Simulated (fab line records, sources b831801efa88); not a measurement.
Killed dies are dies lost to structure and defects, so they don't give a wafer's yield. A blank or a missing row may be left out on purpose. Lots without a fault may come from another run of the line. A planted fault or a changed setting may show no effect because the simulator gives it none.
Which tool did it? | flow gf180mcu | 13 lots, 39 wafers sampled, at 5 steps of a route of 602

WHAT THE GAUGES READ, wafer by wafer
GF_VT_IMPLANT_OVL_MEAS_40. Usual: VT_IMPLANT_03_OVL 0.5 nm, standard deviation 1.2.
lot  | measured     | on         | VT_IMPLANT_03_OVL (nm) | flag
L202 | day 7 11:23  | overlay-02 | 1.0 0.3 0.2            |
L204 | day 8 01:53  | overlay-01 | -0.8 -0.1 -1.8         |
L205 | day 8 07:25  | overlay-01 | -0.7 -0.2 -0.4         |
L207 | day 8 21:23  | overlay-02 | -1.4 -0.2 -1.2         |
L208 | day 9 03:38  | overlay-01 | 0.2 1.3 -0.2           |
L210 | day 9 17:32  | overlay-01 | 1.6 1.1 0.8            |
L211 | day 10 02:56 | overlay-01 | 1.7 0.1 1.5            |
L219 | day 12 07:34 | overlay-02 | 0.0 -0.3 0.6           |
L221 | day 12 21:17 | overlay-02 | 1.2 0.6 -0.8           |
L222 | day 13 05:08 | overlay-01 | 1.4 0.6 0.0            |
L223 | day 13 10:59 | overlay-01 | 1.0 0.3 0.3            |
L224 | day 13 18:29 | overlay-01 | -0.2 -1.6 -1.5         |
L225 | day 13 21:43 | overlay-02 | 0.2 0.4 -0.6           |

GF_POLY_GATE_THK_MEAS_01. Usual: POLY_GATE_CVD_00_THK 199.7 nm, standard deviation 2.2.
lot  | measured     | on            | POLY_GATE_CVD_00_THK (nm) | flag
L202 | day 8 10:15  | film_metro-03 | 196.9 196.7 197.6         |
L204 | day 9 00:14  | film_metro-03 | 198.9 198.3 199.1         |
L205 | day 9 06:57  | film_metro-03 | 203.6 202.8 201.1         |
L207 | day 9 23:36  | film_metro-02 | 200.0 200.6 198.8         |
L208 | day 10 04:17 | film_metro-02 | 198.5 197.7 199.3         |
L210 | day 10 19:09 | film_metro-04 | 202.4 202.6 203.3         |
L211 | day 11 04:46 | film_metro-03 | 252.1 251.7 251.7         | OFF
L219 | day 13 11:24 | film_metro-02 | 201.0 200.1 199.4         |
L221 | day 14 00:44 | film_metro-04 | 203.5 204.2 202.2         |
L222 | day 14 07:38 | film_metro-04 | 202.3 202.1 201.5         |
L223 | day 14 15:22 | film_metro-03 | 200.7 202.3 201.3         |
L224 | day 14 23:11 | film_metro-02 | 200.7 201.0 200.9         |
L225 | day 15 00:53 | film_metro-02 | 200.5 199.6 200.2         |

GF_POLY_GATE_OVL_MEAS_11. Usual: POLY_GATE_OVL 0 nm, standard deviation 6.2.
lot  | measured     | on         | POLY_GATE_OVL (nm) | flag
L202 | day 9 03:50  | overlay-01 | -2 2 2             |
L204 | day 9 17:06  | overlay-01 | 13 4 14            |
L205 | day 10 00:01 | overlay-01 | 10 3 -7            |
L207 | day 10 17:07 | overlay-01 | 4 -6 -1            |
L208 | day 10 22:32 | overlay-02 | 1 12 8             |
L210 | day 11 13:43 | overlay-02 | 10 6 8             |
L211 | day 11 23:40 | overlay-02 | 3 -4 0             |
L219 | day 14 08:33 | overlay-01 | 2 9 7              |
L221 | day 14 22:15 | overlay-02 | 2 12 15            |
L222 | day 15 05:09 | overlay-01 | -2 10 1            |
L223 | day 15 13:02 | overlay-02 | 4 1 -5             |
L224 | day 15 21:30 | overlay-02 | -3 0 -4            |
L225 | day 15 23:11 | overlay-01 | -4 -5 -4           |

GF_HV_LDD_TW_MEAS_23. Usual: HV_LDD_2_TW 1051, standard deviation 12.
lot  | measured     | on            | HV_LDD_2_TW    | flag
L202 | day 10 17:03 | film_metro-01 | 1067 1071 1070 |
L204 | day 11 07:17 | film_metro-03 | 1044 1049 1055 |
L205 | day 11 14:32 | film_metro-01 | 1069 1071 1071 |
L207 | day 12 07:55 | film_metro-03 | 1043 1033 1034 |
L208 | day 12 15:15 | film_metro-04 | 1042 1048 1038 |
L210 | day 13 06:55 | film_metro-03 | 1043 1039 1036 |
L211 | day 13 17:29 | film_metro-01 | 1071 1072 1062 |
L219 | day 16 06:17 | film_metro-04 | 1042 1040 1047 |
L221 | day 16 20:47 | film_metro-03 | 1045 1049 1040 |
L222 | day 17 05:24 | film_metro-03 | 1045 1044 1044 |
L223 | day 17 13:05 | film_metro-01 | 1070 1069 1068 |
L224 | day 17 21:44 | film_metro-03 | 1045 1042 1038 |
L225 | day 17 23:50 | film_metro-04 | 1055 1052 1049 |

WHICH TOOL RAN EACH LOT (tool, then ch and the chambers of the sampled wafers, then the start)
lot  | GF_POLY_GATE_CVD_00
L202 | lpcvd-02 ch 0, day 8 08:55
L204 | lpcvd-02 ch 1, day 8 22:54
L205 | lpcvd-01 ch 0, day 9 05:37
L207 | lpcvd-02 ch 1, day 9 21:35
L208 | lpcvd-02 ch 1, day 10 02:57
L210 | lpcvd-01 ch 1, day 10 17:47
L211 | lpcvd-02 ch 0, day 11 03:25
L219 | lpcvd-01 ch 0, day 13 10:04
L221 | lpcvd-02 ch 0, day 13 23:24
L222 | lpcvd-01 ch 1, day 14 06:17
L223 | lpcvd-01 ch 1, day 14 13:22
L224 | lpcvd-02 ch 0, day 14 21:50
L225 | lpcvd-01 ch 0, day 14 23:32
- GF_POLY_GATE_CVD_00: deposits poly-Si, target thk 200 nm, time 1200 s.

WHAT THE TOOLS THEMSELVES READ (means of the sampled wafers that have a number; where no wafer has one, the mark that the record gives instead)
GF_POLY_GATE_CVD_00. Usual: spike_tc_bottom_C 638.7 C, standard deviation 1.6; spike_tc_centre_C 620.2 C, standard deviation 1.2; spike_tc_lower_C 620.3 C, standard deviation 1.3; spike_tc_top_C 637.8 C, standard deviation 1.4; spike_tc_upper_C 619.7 C, standard deviation 1.3; susceptor_temp_C 620.02 C, standard deviation 0.28; zone_power_lower_pct 9.28 %, standard deviation 0.11.
lot  | tool     | spike_tc_bottom_C (C) | spike_tc_centre_C (C) | spike_tc_lower_C (C) | spike_tc_top_C (C) | spike_tc_upper_C (C) | susceptor_temp_C (C) | zone_power_lower_pct (%) | flag
L202 | lpcvd-02 | 640.2                 | 622.4                 | 619.8                | 638.3              | 620.6                | 619.72               | 9.26                     |
L204 | lpcvd-02 | 640.2                 | 619.9                 | 621.1                | 640.0              | 618.4                | 619.94               | 9.20                     |
L205 | lpcvd-01 | 637.6                 | 619.5                 | 618.4                | 637.0              | 620.9                | 619.75               | 9.30                     |
L207 | lpcvd-02 | 639.2                 | 619.4                 | 621.6                | 638.6              | 618.3                | 620.01               | 9.18                     |
L208 | lpcvd-02 | 639.0                 | 619.4                 | 622.2                | 638.2              | 619.2                | 619.40               | 9.11                     |
L210 | lpcvd-01 | 637.4                 | 620.5                 | 621.3                | 636.1              | 620.1                | 620.22               | 9.22                     |
L211 | lpcvd-02 | 650.8                 | 630.4                 | 629.2                | 647.8              | 629.7                | 629.97               | 9.67                     | OFF
L219 | lpcvd-01 | 636.7                 | 618.8                 | 618.8                | 637.2              | 619.9                | 620.12               | 9.27                     |
L221 | lpcvd-02 | 639.1                 | 620.7                 | 619.9                | 638.0              | 619.5                | 619.80               | 9.26                     |
L222 | lpcvd-01 | 637.1                 | 620.2                 | 620.5                | 636.5              | 620.2                | 619.80               | 9.34                     |
L223 | lpcvd-01 | 637.8                 | 620.5                 | 621.5                | 636.4              | 621.0                | 620.04               | 9.21                     |
L224 | lpcvd-02 | 640.3                 | 621.2                 | 619.5                | 638.4              | 619.4                | 619.85               | 9.32                     |
L225 | lpcvd-01 | 638.7                 | 619.3                 | 619.4                | 637.7              | 619.4                | 620.16               | 9.32                     |

THE ANSWER, worked out from the rows above alone
Rule: a lot is off if the mean of its wafers that have a number lies more than 3 standard deviations from the usual mean. A lot without any number at a reading at which 4 lots or more have one is off too. The other lots that the step has rows for count as sound. The gauges are gone through in route order, then the tools' own readings, and for those a lot's mean is taken as printed above. The first step at which some lot is off is used, and at that step the reading that is off furthest; a lot without a number counts as furthest.
Off: L211, at GF_POLY_GATE_THK_MEAS_01 (POLY_GATE_CVD_00_THK).
A tool fits if, at a process step before that reading, it ran every lot that is off, and no sound lot after the first of them. The gauges at GF_POLY_GATE_THK_MEAS_01 aren't tried: what is off there is off at GF_POLY_GATE_CVD_00 too, on other tools, and a gauge's error can't cause that. None of those tried fits.

WHAT THE SIMULATOR HAD PUT IN
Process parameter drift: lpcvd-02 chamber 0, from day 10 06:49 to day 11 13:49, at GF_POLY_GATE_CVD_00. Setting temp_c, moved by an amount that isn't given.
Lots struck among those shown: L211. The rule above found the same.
